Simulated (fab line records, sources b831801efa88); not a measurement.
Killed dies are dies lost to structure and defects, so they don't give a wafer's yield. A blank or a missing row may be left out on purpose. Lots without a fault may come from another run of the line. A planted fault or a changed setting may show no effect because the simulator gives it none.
fab line records | flow sky130
record lots=5 wafers=15 last_day=50
route steps=708 shown VIA4@653 METAL5@661 PASSIVATION@681 PAD_OPEN@694
lots that met no fault: from a run of the same line without faults
start_h: hours from the record's first day to the start of the lot's first wafer shown | wait_h: hours since the lot's step before | " the same as in the row above | L1.1+2: a row that stands for several wafers | - no value, or no start given | * or withheld: withheld | < > ~ a bound
route shown NAME@n: a module of which the file shows steps, and the number in the route of the first | usual: mean/standard deviation of fault-free wafers | same: alike in all rows | chamber/n: place in a boat | sites: the reading at each site | _std_site: their standard deviation | _edge_site: outer sites' mean less inner sites' | radius_mm: how far each site lies from the wafer's centre | mask NAME#n: copy n | behind: the tool/chamber that last shaped the wafer | hold: why the lot was held/for how many hours/how that ended | device: the transistor (n, p or np) that didn't switch | end of line: the same wafers' tests at the end of the route | a step without rows: its recipe alone | killed: dies lost to structure and defects at the first sort, not the wafer's yield | map: a wafer's dies, x killed, . not, _ none there
set.NAME: the setting as run; set.NAME@STEP: as run at that earlier step | model.NAME: the simulator's own value behind a step, which no gauge read
lots at some steps of the route; a table a step, a row a wafer
services: from which hour (start_h, from the record's first day; less than 0 if before it) a tool's chamber was out of use, for how many hours, and why
## steps
# step SKY_VIA4_STRIP_14
# recipe chemistry=post_etch_residue_remover time_s=1200 temp_c=72.5
# step SKY_VIA4_CLEAN_15
# recipe chemistry=IPA time_s=180 temp_c=25
# step SKY_VIA4_CLEAN_16
# recipe chemistry=O3/DIW dry=n2_spin
# step SKY_VIA4_SPUTTER_17
# recipe material=TiN target_thk_nm=20 chamber_pressure_pa=5 power_w=4000 time_s=80
# step SKY_VIA4_CVD_18
# recipe material=W target_thk_nm=505 time_s=152.14 temp_c=400 pressure_torr=40
# step SKY_VIA4_RS_MEAS_19
# recipe thk_meas_gauge=four-point-probe reads=W_of_VIA4_CVD_18+TiN_of_VIA4_SPUTTER_17
# usual VIA4_W_RS=0.2281/0.0027
# columns lot.wafer tool chamber start_h wait_h VIA4_W_RS[ohm/sq]
L454.1 film_metro-03 - 1075.55 0.6 0.2275
L454.3 " - " " 0.2300
L454.5 " - " " 0.2288
L458.1 film_metro-02 - 1102.61 0.1 0.2288
L458.3 " - " " 0.2300
L458.5 " - " " 0.2283
L460.1 film_metro-03 - 1110.28 0.1 0.2291
L460.2 " - " " 0.2271
L460.3 " - " " 0.2266
L462.1 film_metro-01 - 1123.80 0.1 0.2305
L462.4 " - " " 0.2317
L462.5 " - " " 0.2309
L465.1 film_metro-03 - 1141.71 0.1 0.2283
L465.4 " - " " 0.2292
L465.6 " - " " 0.2274
# step SKY_VIA4_THK_MEAS_20
# recipe thk_meas_gauge=xrf reads=W_of_VIA4_CVD_18
# usual VIA4_W_THK=493/10
# columns lot.wafer tool chamber start_h wait_h VIA4_W_THK[nm]
L454.1 film_metro-03 - 1075.67 0.1 486
L454.3 " - " " 482
L454.5 " - " " 486
L458.1 film_metro-02 - 1102.73 0.1 501
L458.3 " - " " 500
L458.5 " - " " 507
L460.1 film_metro-03 - 1110.40 0.1 490
L460.2 " - " " 492
L460.3 " - " " 496
L462.1 film_metro-01 - 1123.92 0.1 484
L462.4 " - " " 482
L462.5 " - " " 481
L465.1 film_metro-03 - 1141.83 0.1 487
L465.4 " - " " 486
L465.6 " - " " 489
# step SKY_VIA4_CMP_21
# recipe stop_on=SiO2 t_overpolish_s=25 down_force_psi=3.5 platen_rpm=60 target_thk_nm=0 pad_velocity_m_s=0.94248
# usual motor_current_A=10.6/1.3 overpolish_run_s=24.999/0.0097 time_to_endpoint_s=122/4.1
# columns lot.wafer tool chamber start_h wait_h motor_current_A overpolish_run_s time_to_endpoint_s
L454.1 cmp-01 2 1075.78 0.1 10.3 25.007 117
L454.3 " 3 " " 10.5 24.987 119
L454.5 " 2 " " 10.8 24.972 117
L458.1 cmp-01 2 1103.12 0.4 10.1 24.994 118
L458.3 " 3 " " 10.2 24.993 120
L458.5 " 1 " " 11.7 24.976 127
L460.3 cmp-01 0 1110.46 0.0 8.5 25.001 123
L460.2 " 2 " " 9.8 25.010 123
L460.1 " 3 " " 10.1 25.018 121
L462.4 cmp-01 1 1123.98 0.0 11.9 25.005 125
L462.1 " 3 " " 10.2 25.020 123
L462.5 " 1 " " 11.9 24.991 122
L465.4 cmp-02 0 1141.89 0.0 13.3 25.001 123
L465.1 " 1 " " 10.2 24.998 121
L465.6 " 1 " " 10.3 24.987 119
# step SKY_METAL5_SPUTTER_00
# recipe material=Ti target_thk_nm=15 power_w=3000 time_s=10 chamber_pressure_pa=0.4
# step SKY_METAL5_SPUTTER_01
# recipe material=TiN target_thk_nm=20 power_w=6500 time_s=16.7 chamber_pressure_pa=0.4
# usual throttle_valve_pct=30.0/0.64
# columns lot.wafer tool chamber start_h wait_h throttle_valve_pct
L454.1 pvd_sputter-02 - 1076.05 0.0 29.1
L454.3 " - " " 29.8
L454.5 " - " " 29.6
L458.1 pvd_sputter-01 - 1103.34 0.0 29.2
L458.3 " - " " 29.8
L458.5 " - " " 30.0
L460.1 pvd_sputter-01 - 1110.78 0.0 29.3
L460.2 " - " " 29.9
L460.3 " - " " 30.0
L462.1 pvd_sputter-04 - 1124.30 0.0 30.0
L462.4 " - " " 29.4
L462.5 " - " " 29.8
L465.1 pvd_sputter-01 - 1142.22 0.0 30.0
L465.4 " - " " 29.7
L465.6 " - " " 29.8
# step SKY_METAL5_SPUTTER_02
# recipe material=AlCu target_thk_nm=1150 power_w=10600 time_s=61.2 chamber_pressure_pa=0.4
# usual throttle_valve_pct=30.0/0.64
# columns lot.wafer tool chamber start_h wait_h throttle_valve_pct
L454.1 pvd_sputter-02 - 1076.08 0.0 29.5
L454.3 " - " " 29.7
L454.5 " - " " 29.7
L458.1 pvd_sputter-01 - 1103.37 0.0 29.2
L458.3 " - " " 29.9
L458.5 " - " " 30.1
L460.1 pvd_sputter-01 - 1110.81 0.0 29.4
L460.2 " - " " 30.0
L460.3 " - " " 30.0
L462.1 pvd_sputter-04 - 1124.33 0.0 29.5
L462.4 " - " " 29.5
L462.5 " - " " 29.8
L465.1 pvd_sputter-01 - 1142.24 0.0 30.0
L465.4 " - " " 29.9
L465.6 " - " " 30.4
# step SKY_METAL5_SPUTTER_03
# recipe material=Ti target_thk_nm=5 power_w=3000 time_s=3.3 chamber_pressure_pa=0.4
# step SKY_METAL5_SPUTTER_04
# recipe material=TiN target_thk_nm=70 power_w=6500 time_s=58.3 chamber_pressure_pa=0.4
# usual throttle_valve_pct=30.0/0.66
# columns lot.wafer tool chamber start_h wait_h throttle_valve_pct model.TiN_of_METAL5_SPUTTER_04.thk_nm
L454.1 pvd_sputter-02 - 1076.16 0.0 29.5 131.3
L454.3 " - " " 29.7 69.4
L454.5 " - " " 29.5 131.2
L458.1 pvd_sputter-01 - 1103.43 0.0 29.3 69.99
L458.3 " - " " 30.1 69.38
L458.5 " - " " 29.9 70.26
L460.1 pvd_sputter-01 - 1110.88 0.0 29.2 70.87
L460.2 " - " " 29.7 70.12
L460.3 " - " " 29.9 69.6
L462.1 pvd_sputter-04 - 1124.40 0.0 29.6 70.52
L462.4 " - " " 29.4 70.26
L462.5 " - " " 29.8 70.24
L465.1 pvd_sputter-01 - 1142.31 0.0 30.0 71.1
L465.4 " - " " 29.9 71.15
L465.6 " - " " 30.2 71.49
# step SKY_METAL5_RS_MEAS_05
# recipe thk_meas_gauge=four-point-probe reads=TiN_of_METAL5_SPUTTER_04+Ti_of_METAL5_SPUTTER_03+AlCu_of_METAL5_SPUTTER_02+TiN_of_METAL5_SPUTTER_01+Ti_of_METAL5_SPUTTER_00
# usual METAL5_ALCU_RS=0.0270/0.00034
# columns lot.wafer tool chamber start_h wait_h METAL5_ALCU_RS[ohm/sq]
L454.1 film_metro-03 - 1076.21 0.0 0.0275
L454.3 " - " " 0.0276
L454.5 " - " " 0.0275
L458.1 film_metro-01 - 1103.48 0.0 0.0268
L458.3 " - " " 0.0266
L458.5 " - " " 0.0270
L460.1 film_metro-04 - 1110.93 0.0 0.0266
L460.2 " - " " 0.0268
L460.3 " - " " 0.0263
L462.1 film_metro-04 - 1124.45 0.0 0.0272
L462.4 " - " " 0.0270
L462.5 " - " " 0.0272
L465.1 film_metro-03 - 1142.36 0.0 0.0268
L465.4 " - " " 0.0268
L465.6 " - " " 0.0271
# step SKY_METAL5_THK_MEAS_06
# recipe thk_meas_gauge=xrf reads=AlCu_of_METAL5_SPUTTER_02
# usual METAL5_ALCU_THK=1166/18
# columns lot.wafer tool chamber start_h wait_h hold METAL5_ALCU_THK[nm]
L454.1 film_metro-03 - 1076.33 0.1 await_dispo/0.2h/release 977
L454.3 " - " " await_dispo/0.2h/release 1140
L454.5 " - " " await_dispo/0.2h/release 983
L454.1 film_metro-03 - 1076.56 0.2 - 984
L454.3 " - " " - 1133
L454.5 " - " " - 989
L458.1 film_metro-01 - 1103.60 0.1 - 1175
L458.3 " - " " - 1188
L458.5 " - " " - 1166
L460.1 film_metro-04 - 1111.05 0.1 - 1185
L460.2 " - " " - 1185
L460.3 " - " " - 1209
L462.1 film_metro-04 - 1124.57 0.1 - 1162
L462.4 " - " " - 1172
L462.5 " - " " - 1162
L465.1 film_metro-03 - 1142.48 0.1 - 1157
L465.4 " - " " - 1156
L465.6 " - " " - 1138
# step SKY_METAL5_HMDS_08
# recipe prime_time_s=60 prime_temp_c=120
# step SKY_METAL5_COAT_09
# recipe resist=NOVOLAK spin_rpm=3000 resist_thk_nm=1800
# step SKY_METAL5_SOFTBAKE_10
# recipe temp_c=90 time_s=60 resist=NOVOLAK
# step SKY_METAL5_EXPOSE_11
# recipe mask_id=MM5 na=0.6 source_shape=conventional sigma_outer=0.6 polarization=unpolarized target_cd_nm=1600 dose_mj=190
# step SKY_METAL5_PEB_12
# recipe temp_c=withheld time_s=* resist=NOVOLAK
# step SKY_METAL5_DEVELOP_13
# recipe resist=NOVOLAK developer=TMAH develop_time_s=60 dev_temp_c=23
# step SKY_METAL5_DESCUM_14
# recipe chemistry=O2 source_power_w=150 bias_power_w=0 pressure_mtorr=10 temp_c=40 time_s=11
# usual drypump_motor_current_A=5.8/0.56 oes_product_au=1.003/0.0065
# columns lot.wafer tool chamber start_h wait_h drypump_motor_current_A oes_product_au rf_hours_counter_h
L454.1 rie_metal-03 0 1096.25 0.1 6.2 1.004 3
L454.3 " 1 " " 5.1 1.006 -
L454.5 " 0 " " 6.2 0.997 -
L458.1 rie_metal-02 0 1123.49 0.1 5.3 1.018 25
L458.3 " 1 " " 6.4 0.995 -
L458.5 " 1 " " 6.4 1.009 -
L460.1 rie_metal-03 1 1129.76 0.1 5.1 1.005 18
L460.2 " 0 " " 6.2 1.001 6
L460.3 " 1 " " 5.1 1.006 -
L462.1 rie_metal-03 0 1142.76 0.1 6.2 1.004 8
L462.4 " 0 " " 6.2 0.995 -
L462.5 " 1 " " 5.0 1.015 -
L465.1 rie_metal-02 0 1160.14 0.1 5.3 1.014 28
L465.4 " 1 " " 6.4 1.000 -
L465.6 " 1 " " 6.4 1.004 -
# step SKY_METAL5_METAL_ETCH_15
# recipe target_depth_a=12600 stop_on=SiO2 over_etch_frac=0.2 time_s=252 chemistry=Cl2/BCl3 resist_sidewall_deg=86 pressure_mtorr=10 icp_w=900 bias_w=48.5 Cl2_flow_sccm=60 bcl3_flow_sccm=30
# step SKY_METAL5_STRIP_16
# recipe chemistry=O2/N2 power_w=1400 pressure_mtorr=1500 platen_temp_c=withheld o2_flow_sccm=3000 n2_flow_sccm=300 overash_fraction=0.5
# usual drypump_motor_current_A=6.1/0.6 oes_product_au=0.710/0.0044 strip_time_to_endpoint_s=13.03/0.081
# columns lot.wafer tool chamber start_h wait_h drypump_motor_current_A oes_product_au rf_hours_counter_h strip_time_to_endpoint_s
L454.1 plasma_asher-01 0 1096.52 0.2 6.5 0.705 95 12.93
L454.3 " 0 " " 6.5 0.713 - 13.06
L454.5 " 0 " " 6.6 0.713 - 13.02
L458.1 plasma_asher-02 1 1123.76 0.2 6.2 0.714 5 12.83
L458.3 " 0 " " 5.9 0.707 - 12.98
L458.5 " 0 " " 5.9 0.710 - 12.94
L460.1 plasma_asher-03 1 1130.03 0.2 6.6 0.708 71 13.04
L460.2 " 0 " " 6.0 0.714 71 13.06
L460.3 " 0 " " 6.0 0.707 - 13.05
L462.1 plasma_asher-03 0 1143.03 0.2 6.0 0.711 73 12.99
L462.4 " 0 " " 6.1 0.704 - 13.00
L462.5 " 1 " " 6.6 0.708 - 13.01
L465.1 plasma_asher-03 0 1160.41 0.2 6.1 0.706 75 13.00
L465.4 " 0 " " 6.0 0.712 - 12.95
L465.6 " 1 " " 6.7 0.707 - 12.96
# step SKY_METAL5_STRIP_17
# recipe chemistry=post_etch_residue_remover time_s=1200 temp_c=72.5
# columns lot.wafer tool chamber start_h wait_h model.TiN_of_METAL5_SPUTTER_04.thk_nm
L454.1+5 wet_bench-02 0 1096.62 0.1 130.8
L454.3 " 0 " " 68.98
L458.1 wet_bench-01 3 1123.86 0.1 69.57
L458.3 " 3 " " 68.96
L458.5 " 3 " " 69.84
L460.1 wet_bench-04 0 1130.13 0.1 70.46
L460.2 " 0 " " 69.71
L460.3 " 0 " " 69.18
L462.1 wet_bench-04 0 1143.13 0.1 70.1
L462.4 " 0 " " 69.84
L462.5 " 0 " " 69.81
L465.1 wet_bench-04 3 1160.51 0.1 70.69
L465.4 " 3 " " 70.73
L465.6 " 3 " " 71.07
# step SKY_METAL5_CLEAN_18
# recipe chemistry=IPA time_s=180 temp_c=25
# step SKY_METAL5_CLEAN_19
# recipe chemistry=O3/DIW dry=n2_spin
# step SKY_PASSIVATION_CVD_00
# recipe material=SiO2 target_thk_nm=90 temp_c=400 time_s=withheld rf_w=600
# step SKY_PASSIVATION_THK_MEAS_01
# recipe reads=SiO2_of_PASSIVATION_CVD_00
# usual PASSIVATION_CVD_00_THK=90.4/1
# columns lot.wafer tool chamber start_h wait_h PASSIVATION_CVD_00_THK[nm]
L454.1 film_metro-04 - 1097.14 - 88.9
L454.3 " - " " 89.2
L454.5 " - " " 91.6
L458.1 film_metro-04 - 1124.87 - 90.2
L458.3 " - " " 90.6
L458.5 " - " " 91.5
L460.1 film_metro-04 - 1130.65 - 88.7
L460.2 " - " " 90.7
L460.3 " - " " 90.0
L462.1 film_metro-04 - 1143.65 - 88.3
L462.4 " - " " 88.7
L462.5 " - " " 90.6
L465.1 film_metro-04 - 1161.02 - 89.0
L465.4 " - " " 90.6
L465.6 " - " " 91.5
# step SKY_PASSIVATION_CVD_02
# recipe material=Si3N4 target_thk_nm=540 temp_c=400 time_s=withheld rf_w=450
# step SKY_PASSIVATION_THK_MEAS_03
# recipe reads=Si3N4_of_PASSIVATION_CVD_02
# usual PASSIVATION_CVD_02_THK=543/7
# columns lot.wafer tool chamber start_h wait_h PASSIVATION_CVD_02_THK[nm]
L454.1 film_metro-02 - 1097.43 - 533
L454.3 " - " " 537
L454.5 " - " " 536
L458.1 film_metro-02 - 1125.15 - 547
L458.3 " - " " 549
L458.5 " - " " 561
L460.1 film_metro-02 - 1130.93 - 540
L460.2 " - " " 536
L460.3 " - " " 543
L462.1 film_metro-02 - 1143.93 - 529
L462.4 " - " " 545
L462.5 " - " " 543
L465.1 film_metro-02 - 1161.31 - 539
L465.4 " - " " 537
L465.6 " - " " 542
# step SKY_PASSIVATION_DEHYDRATE_04
# recipe temp_c=200 time_s=60
# step SKY_PASSIVATION_HMDS_05
# recipe prime_time_s=60 prime_temp_c=120
# step SKY_PASSIVATION_COAT_06
# recipe spin_rpm=2000 resist_thk_nm=3000
# step SKY_PASSIVATION_SOFTBAKE_07
# recipe temp_c=110 time_s=withheld
# step SKY_PASSIVATION_EXPOSE_08
# recipe mask_id=NSM target_cd_nm=3000 na=0.57 dose_mj=260
# step SKY_PASSIVATION_PEB_09
# recipe temp_c=115 time_s=withheld
# step SKY_PASSIVATION_DEVELOP_10
# recipe develop_time_s=60 dev_temp_c=23
# step SKY_PASSIVATION_ETCH_11
# recipe chemistry=CF4/O2 target_depth_nm=725 stop_on=AlCu source_w=800 bias_w=150 pressure_mtorr=150 cf4_flow_sccm=80 O2_flow_sccm=10 time_s=161.1
# usual bias_w=149.9/0.42 drypump_motor_current_A=6.1/0.47 oes_product_au=0.980/0.0067 throttle_valve_pct=5.966/0.0087
# columns lot.wafer tool chamber start_h wait_h bias_w drypump_motor_current_A oes_product_au rf_hours_counter_h throttle_valve_pct model.PASSIVATION.feature_depth_nm
L454.1 rie_diel-03 3 1116.50 - 149.8 5.4 0.991 25 5.958 711.7
L454.3 " 2 " " 150.1 5.6 0.971 23 5.944 699.7
L454.5 " 0 " " 149.9 6.5 1.009 - 5.969 728.1
L458.1 rie_diel-03 2 1143.55 - 149.9 5.6 0.981 24 5.969 710.7
L458.3 " 3 " " 150.1 5.4 0.985 26 5.971 704
L458.5 " 3 " " 150.0 5.4 0.983 - 5.970 703.7
L460.1 rie_diel-03 3 1148.81 - 150.7 5.4 0.968 26 5.974 704.2
L460.2 " 2 " " 149.5 5.7 0.977 24 5.951 701.6
L460.3 " 0 " " 150.6 6.5 0.973 15 5.964 706.8
L462.1 rie_diel-02 3 1161.81 - 149.1 5.2 0.974 12 5.960 692.6
L462.4 " 2 " " 149.3 5.9 0.979 21 5.953 708.6
L462.5 " 1 " " 150.8 6.2 0.982 - 5.952 708.7
L465.1 rie_diel-03 1 1178.15 - 150.6 6.6 0.974 20 5.958 703.6
L465.4 " 2 " " 149.7 5.6 0.974 25 5.962 702.6
L465.6 " 1 " " 150.0 6.6 0.988 - 5.966 709.1
# step SKY_PASSIVATION_STRIP_12
# recipe chemistry=O2/N2 power_w=1400 pressure_mtorr=1500 platen_temp_c=withheld overash_fraction=0.7 o2_flow_sccm=3000 n2_flow_sccm=300
# step SKY_PAD_OPEN_DEHYDRATE_00
# recipe temp_c=200 time_s=60
# step SKY_PAD_OPEN_ETCH_07
# recipe chemistry=CF4/O2 target_depth_nm=725 stop_on=AlCu source_w=800 bias_w=150 pressure_mtorr=150 cf4_flow_sccm=80 O2_flow_sccm=10 time_s=161.1
# usual bias_w=150.0/0.43 drypump_motor_current_A=5.9/0.45 oes_product_au=0.980/0.0069 throttle_valve_pct=5.966/0.0091
# columns lot.wafer tool chamber start_h wait_h bias_w drypump_motor_current_A oes_product_au rf_hours_counter_h throttle_valve_pct model.PAD_OPEN.feature_depth_nm
L454.1 rie_diel-04 2 1136.15 - 149.8 5.2 0.997 16 5.964 726.4
L454.3 " 0 " " 150.6 6.0 0.975 15 5.986 699.7
L454.5 " 0 " " 150.7 6.0 0.989 - 5.966 719.9
L458.1 rie_diel-04 3 1161.25 - 150.1 6.3 0.987 29 5.964 710.9
L458.3 " 1 " " 149.6 5.7 0.978 14 5.958 713.7
L458.5 " 2 " " 149.7 5.2 0.974 - 5.974 716.9
L460.1 rie_diel-02 3 1166.50 - 149.8 5.2 0.972 12 5.955 704.2
L460.2 " 2 " " 149.7 5.9 0.986 21 5.956 701.6
L460.3 " 1 " " 150.1 6.2 0.991 11 5.957 706.8
L462.1 rie_diel-04 3 1178.85 - 149.5 6.3 0.976 30 5.966 692.6
L462.4 " 0 " " 150.2 6.1 0.978 17 5.964 708.6
L462.5 " 1 " " 150.6 5.7 0.970 - 5.967 708.7
L465.1 rie_diel-02 3 1194.30 - 151.2 5.2 0.976 13 5.967 703.6
L465.4 " 2 " " 149.6 5.9 0.980 23 5.972 702.6
L465.6 " 1 " " 149.5 6.2 0.987 - 5.984 709.1
# step SKY_PAD_OPEN_PROBE_99
# usual defect_limited_yield=82.2/1.9 killed_at_M0_to_M3=45/7.3 killed_at_M4_up=3.1/1.7 killed_at_contacts=25/5.1 killed_at_front_end=15/4.5 killed_at_other=0.3/0.56 killed_dies=88/9.4 killed_open=47/6.6 killed_short=40/6.9 sort_bin_3_pad_short=0.9/0.46 sort_bin_5_function=10.5/1.5 sort_bin_6_memory=6.4/1.1 sort_n_pass=404/9.4 sort_yield_pct=82.2/1.9
# same gross_dies=492 killed_at_back_side=0 sort_bin_4_leakage[%]=0 sort_bin_8_speed[%]=0
# columns lot.wafer tool chamber start_h wait_h defect_limited_yield[%] killed_at_M0_to_M3 killed_at_M4_up killed_at_contacts killed_at_front_end killed_at_other killed_dies killed_open killed_short sort_bin_3_pad_short[%] sort_bin_5_function[%] sort_bin_6_memory[%] sort_n_pass sort_yield_pct[%]
L454.1 prober-02 - 1138.62 0.1 81.9 38 3 20 15 13 89 45 31 1.0 10.8 6.3 403 81.9
L454.5 prober-02 - 1138.82 0.2 82.5 35 6 35 9 1 86 45 40 1.4 9.6 6.5 406 82.5
L458.1 prober-02 - 1163.61 0.1 83.9 46 2 16 15 0 79 36 43 0.8 9.1 6.1 413 83.9
L458.3 prober-02 - 1163.71 0.2 81.5 37 4 33 17 0 91 48 43 2.2 9.1 7.1 401 81.5
L458.5 prober-02 - 1163.81 0.2 84.1 31 4 29 14 0 78 42 36 0.8 8.7 6.3 414 84.1
L462.1 prober-02 - 1181.17 0.1 82.1 40 5 25 18 0 88 49 39 1.2 10.6 6.1 404 82.1
L462.4 prober-02 - 1181.32 0.2 85.0 41 4 20 8 1 74 44 30 0.2 9.1 5.7 418 85.0
L462.5 prober-02 - 1181.37 0.2 82.1 53 1 25 9 0 88 44 43 1.0 11.0 5.9 404 82.1
# killed by level:class
L454.1 PASSIVATION:area_etch=12 LI_CONTACT:geometric_particle:open=8 VIA2:geometric_particle:open=8 CONTACT:geometric_particle:open=6 VIA1:geometric_particle:short=5 VIA1:geometric_particle:open=5 METAL2:geometric_particle:short=5 FIELD_ISO:geometric_particle:open=4
L454.5 CONTACT:geometric_particle:open=14 VIA1:geometric_particle:open=9 LI_CONTACT:geometric_particle:open=8 CONTACT:geometric_particle:short=6 VIA2:geometric_particle:short=5 LOCAL_INTERCONNECT:geometric_particle:short=5 VIA1:geometric_particle:short=5 METAL1:geometric_particle:short=4
L458.1 VIA1:geometric_particle:open=12 POLY_GATE:geometric_particle:short=9 METAL2:geometric_particle:short=8 VIA2:geometric_particle:open=6 LI_CONTACT:geometric_particle:open=4 CONTACT:geometric_particle:open=4 VIA1:geometric_particle:short=4 VIA3:geometric_particle:short=4
L458.3 LI_CONTACT:geometric_particle:open=10 CONTACT:geometric_particle:open=9 VIA1:geometric_particle:open=8 FIELD_ISO:geometric_particle:short=6 CONTACT:geometric_particle:short=6 LOCAL_INTERCONNECT:geometric_particle:short=5 VIA2:geometric_particle:open=5 POLY_GATE:geometric_particle:open=4
L458.5 CONTACT:geometric_particle:open=9 LI_CONTACT:geometric_particle:open=8 VIA1:geometric_particle:open=6 LOCAL_INTERCONNECT:geometric_particle:short=5 METAL1:geometric_particle:short=5 CONTACT:geometric_particle:short=4 FIELD_ISO:geometric_particle:short=3 POLY_GATE:geometric_particle:open=3
L462.1 VIA1:geometric_particle:open=11 LI_CONTACT:geometric_particle:open=9 CONTACT:geometric_particle:open=9 VIA3:geometric_particle:open=8 FIELD_ISO:geometric_particle:short=6 FIELD_ISO:geometric_particle:open=5 METAL1:geometric_particle:short=5 METAL4:geometric_particle:short=5
L462.4 VIA1:geometric_particle:open=13 VIA2:geometric_particle:open=7 LI_CONTACT:geometric_particle:open=6 METAL1:geometric_particle:short=6 CONTACT:geometric_particle:short=5 CONTACT:geometric_particle:open=5 FIELD_ISO:geometric_particle:open=4 METAL2:geometric_particle:short=3
L462.5 VIA1:geometric_particle:open=13 METAL2:geometric_particle:short=9 VIA3:geometric_particle:open=9 CONTACT:geometric_particle:open=8 CONTACT:geometric_particle:short=5 METAL3:geometric_particle:short=5 METAL1:geometric_particle:short=5 POLY_GATE:geometric_particle:open=4
## services
# columns tool chamber start_h hours kind
plasma_asher-02 - 1051.81 13.1 repair
pvd_sputter-04 - 1053.12 8.3 repair
cmp-02 - 1054.28 2.1 repair
plasma_asher-02 - 1061.67 2.9 repair
rie_diel-03 0 1062.46 20.2 repair
rie_diel-02 2 1063.57 3.9 repair
plasma_asher-02 - 1064.91 9.0 pm
wet_bench-04 - 1068.52 1.9 pm
rie_diel-02 1 1075.23 7.5 repair
rie_diel-03 3 1079.38 4.1 repair
pvd_sputter-04 - 1087.42 5.0 repair
rie_diel-04 1 1088.90 59.3 repair
rie_diel-04 2 1089.22 1.9 repair
cmp-01 - 1098.49 0.5 repair
rie_diel-02 3 1107.62 25.2 repair
cmp-01 - 1111.06 5.4 pm
pvd_sputter-04 - 1116.87 4.3 repair
rie_metal-03 - 1159.09 0.9 repair
cmp-01 - 1163.76 0.8 repair
cmp-01 - 1175.27 2.5 repair
rie_diel-04 3 1179.83 2.4 repair
rie_diel-04 1 1185.68 1.4 repair
cmp-01 - 1185.73 0.5 repair
pvd_sputter-02 - 1194.01 2.6 repair
## key
first_sign step=SKY_METAL5_THK_MEAS_06 reading=visit direction=added
effect step=SKY_METAL5_THK_MEAS_06 reading=METAL5_ALCU_THK direction=down sigmas=10 usual=1166 struck=980
effect step=SKY_PASSIVATION_ETCH_11 reading=oes_product_au direction=up sigmas=3 usual=0.980 struck=1.000
effect step=SKY_PAD_OPEN_PROBE_99 reading=killed_at_other direction=up sigmas=6.7 usual=0.3 struck=7 wafers_moved=1
model_effect step=SKY_METAL5_SPUTTER_04 value=TiN_of_METAL5_SPUTTER_04.thk_nm without=69.62 struck=131.2
model_effect step=SKY_METAL5_STRIP_17 value=TiN_of_METAL5_SPUTTER_04.thk_nm without=69.2 struck=130.8
model_effect step=SKY_PASSIVATION_ETCH_11 value=PASSIVATION.feature_depth_nm without=698.6 struck=719.9
model_effect step=SKY_PAD_OPEN_ETCH_07 value=PAD_OPEN.feature_depth_nm without=698.6 struck=723.1
met_at SKY_METAL5_SPUTTER_04
struck_wafers L454.1,L454.5
fault kind=process_parameter_drift tool=pvd_sputter-02 chamber=- onset_h=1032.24 steps=SKY_METAL5_SPUTTER_04 channel=target_thk_nm offset=61.62 shape=step end_h=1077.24 scope=struck_wafers_only acts_in=these_recipes_only stated=70
